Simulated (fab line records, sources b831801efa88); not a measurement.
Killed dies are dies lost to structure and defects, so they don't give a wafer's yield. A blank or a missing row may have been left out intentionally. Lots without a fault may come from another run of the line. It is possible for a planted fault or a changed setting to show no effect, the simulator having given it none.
A single fault, viewed from 2 desks :: flow gf180mcu :: every desk sees just its own numbers, and what lay behind them comes last

== FOR THE TOOL OWNER'S DESK: pecvd-02 ==
The tool's own readings at GF_PASSIVATION_CVD_00 (deposits SiO2 from TEOS, target thk 1000 nm, time 111.95 s): means of the sampled wafers that have a number, for each lot that ran on this tool. Marked OUT: a lot whose mean sits more than 4 standard deviations from the usual mean, which makes it out of limits; the brackets give that distance.
Columns: A = heater-power-w at GF_PASSIVATION_CVD_00, usual 708 W
lot: L302
first seen here: day 28 06:21
A: 742

lot: L303
first seen here: day 28 18:35
A: 682

lot: L310
first seen here: day 31 00:41
A: 724

lot: L314
first seen here: day 31 22:19
A: 737

lot: L317
first seen here: day 32 17:28
A: 732
This desk's verdict: no lot among the 5 shows anything out of limits.

== METROLOGY DESK ==
What the gauges read for every lot (on any tool): the sampled wafers with a number, averaged. Marked OUT: a lot whose mean sits more than 4 standard deviations from the usual mean, which makes it out of limits; the brackets give that distance.
Columns: A = V5_CVD_02_THK at GF_V5_THK_MEAS_03, usual 1457 nm; B = PASSIVATION_CVD_00_THK at GF_PASSIVATION_THK_MEAS_01, usual 1004 nm
lot: L301
first seen here: day 26 05:26
A: 1437
B: 1019

lot: L302
first seen here: day 26 11:15
A: 1454
B: 1013

lot: L303
first seen here: day 27 00:20
A: 1442
B: 1001

lot: L304
first seen here: day 27 15:23
A: 1458
B: 1011

lot: L310
first seen here: day 29 08:15
A: 1480
B: 1004

lot: L314
first seen here: day 30 08:36
A: 1470
B: 864 (-8.2) OUT

lot: L315
first seen here: day 30 22:27
A: 1459
B: 1000

lot: L317
first seen here: day 31 04:25
A: 1465
B: 864 (-8.2) OUT

lot: L318
first seen here: day 31 18:09
A: 1476
B: 987

lot: L320
first seen here: day 32 01:05
A: 1451
B: 1013

lot: L321
first seen here: day 32 01:56
A: 1449
B: 1006

lot: L324
first seen here: day 33 01:39
A: 1440
B: 1017
Finding of this desk: L314, L317 out of limits, first seen on L314 at day 31 22:25 (PASSIVATION_CVD_00_THK at GF_PASSIVATION_THK_MEAS_01). Within limits: L301, L302, L303, L304, L310, L315, L318, L320, L321, L324.

== PUT TOGETHER ==
An alarm was possible from the metrology desk at day 31 22:25, on L314, L317.
The tool owner's desk saw nothing out of limits.
On record at the tool owner's desk: L314, L317, within its limits.
GF_PASSIVATION_CVD_00 was run on pecvd-02 by each of the lots named.

== WHAT THE SIMULATOR HAD INSERTED ==
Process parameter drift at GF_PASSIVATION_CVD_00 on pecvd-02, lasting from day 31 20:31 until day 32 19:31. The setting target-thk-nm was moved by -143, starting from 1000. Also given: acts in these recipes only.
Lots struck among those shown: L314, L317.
Delay in hours, fault start to first out-of-limits reading, per desk: metrology desk 2.
